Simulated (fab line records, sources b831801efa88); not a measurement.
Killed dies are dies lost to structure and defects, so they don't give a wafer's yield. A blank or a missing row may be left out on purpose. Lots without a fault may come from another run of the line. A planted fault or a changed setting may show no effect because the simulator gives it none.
Which tool did it? | flow sky130 | 14 lots, 42 wafers sampled, at 2 steps of a route of 708

WHAT THE GAUGES READ, wafer by wafer
SKY_POLY_GATE_CD_MEAS_22.
lot  | measured     | on        | cd_nm (nm)
L733 | day 17 13:15 | cd_sem-01 | 147.2 148.4 149.8
L734 | day 18 03:19 | cd_sem-01 | 145.0 155.1 149.7
L735 | day 18 18:43 | cd_sem-01 | 152.6 146.8 149.1
L736 | day 18 22:52 | cd_sem-01 | 148.3 146.4 152.9
L738 | day 19 06:04 | cd_sem-02 | 148.2 149.8 148.2
L737 | day 19 06:05 | cd_sem-01 | 144.1 144.9 144.1
L739 | day 19 21:45 | cd_sem-02 | 147.1 145.0 146.7
L742 | day 21 03:53 | cd_sem-01 | 146.6 146.0 149.9
L749 | day 23 06:35 | cd_sem-02 | 149.1 153.5 151.4
L750 | day 23 12:04 | cd_sem-02 | 145.2 145.6 144.4
L751 | day 24 00:20 | cd_sem-01 | 151.5 153.0 147.9
L752 | day 24 06:16 | cd_sem-01 | 152.6 150.5 152.1
L753 | day 24 13:30 | cd_sem-01 | 146.3 151.5 151.6
L754 | day 24 16:59 | cd_sem-01 | 148.5 150.3 146.4

WHICH TOOL RAN EACH LOT (tool, then ch and the chambers of the sampled wafers, then the start)
lot  | SKY_POLY_GATE_ETCH_17
L733 | rie_si-01 ch 1,2,3, day 17 09:43
L734 | rie_si-01 ch 1,2,3, day 18 01:46
L735 | rie_si-01 ch 2,3, day 18 14:16
L736 | rie_si-01 ch 0,2,3, day 18 18:42
L738 | rie_si-02 ch 0,1,3, day 19 01:16
L737 | rie_si-01 ch 0,1, day 19 02:13
L739 | rie_si-02 ch 0,2,3, day 19 19:40
L742 | rie_si-02 ch 1,3, day 21 01:52
L749 | rie_si-01 ch 1,2, day 23 05:04
L750 | rie_si-02 ch 0,2,3, day 23 10:31
L751 | rie_si-01 ch 0,1,3, day 23 22:21
L752 | rie_si-02 ch 1,2, day 24 04:43
L753 | rie_si-01 ch 1,2,3, day 24 10:49
L754 | rie_si-02 ch 1,2, day 24 15:28
- SKY_POLY_GATE_ETCH_17: etches poly-Si in HBr/Cl2, stops on SiO2, target depth 180 nm, time 70.5 s.

WHAT THE TOOLS THEMSELVES READ (means of the sampled wafers that have a number; where no wafer has one, the mark that the record gives instead)
SKY_POLY_GATE_ETCH_17.
lot  | tool      | chamber_pressure_mTorr (mTorr) | drypump_motor_current_A (A) | oes_product_au (a.u.) | throttle_valve_pct (%)
L733 | rie_si-01 | 9.996                          | 5.6                         | 0.987                 | 33.688
L734 | rie_si-01 | 10.000                         | 5.6                         | 0.994                 | 33.696
L735 | rie_si-01 | 10.001                         | 5.7                         | 0.987                 | 33.690
L736 | rie_si-01 | 10.003                         | 6.1                         | 0.994                 | 33.688
L738 | rie_si-02 | 10.013                         | 5.4                         | 0.976                 | 33.673
L737 | rie_si-01 | 9.995                          | 5.8                         | 0.989                 | 33.696
L739 | rie_si-02 | 10.012                         | 5.4                         | 0.986                 | 33.681
L742 | rie_si-02 | 9.997                          | 5.5                         | 0.982                 | 33.684
L749 | rie_si-01 | 9.997                          | 5.5                         | 0.981                 | 33.684
L750 | rie_si-02 | 10.006                         | 5.4                         | 0.987                 | 33.691
L751 | rie_si-01 | 9.991                          | 5.9                         | 0.982                 | 33.684
L752 | rie_si-02 | 9.997                          | 5.4                         | 0.971                 | 33.679
L753 | rie_si-01 | 10.012                         | 5.6                         | 0.986                 | 33.684
L754 | rie_si-02 | 9.994                          | 5.4                         | 0.982                 | 33.690

THE ANSWER, worked out from the rows above alone
Rule: what is usual is taken from the lots themselves. Put in order of their means at a reading, lots are off if they are a third of the lots or fewer, leave a main group of 4 or more, and stand apart from it by a gap of 3 or more times the standard deviation of the main group's means; of several such gaps the widest counts. A main group whose means are all the same, to the digits that the tables above print for the reading, isn't used. A lot without any number at a reading at which 4 lots or more have one is off too. The other lots that the step has rows for count as sound. The gauges are gone through in route order, then the tools' own readings, and for those a lot's mean is taken as printed above. The first step at which some lot is off is used, and at that step the reading that is off furthest; a lot without a number counts as furthest.
No lot is off at any reading shown: from this, nothing can be told.

WHAT THE SIMULATOR HAD PUT IN
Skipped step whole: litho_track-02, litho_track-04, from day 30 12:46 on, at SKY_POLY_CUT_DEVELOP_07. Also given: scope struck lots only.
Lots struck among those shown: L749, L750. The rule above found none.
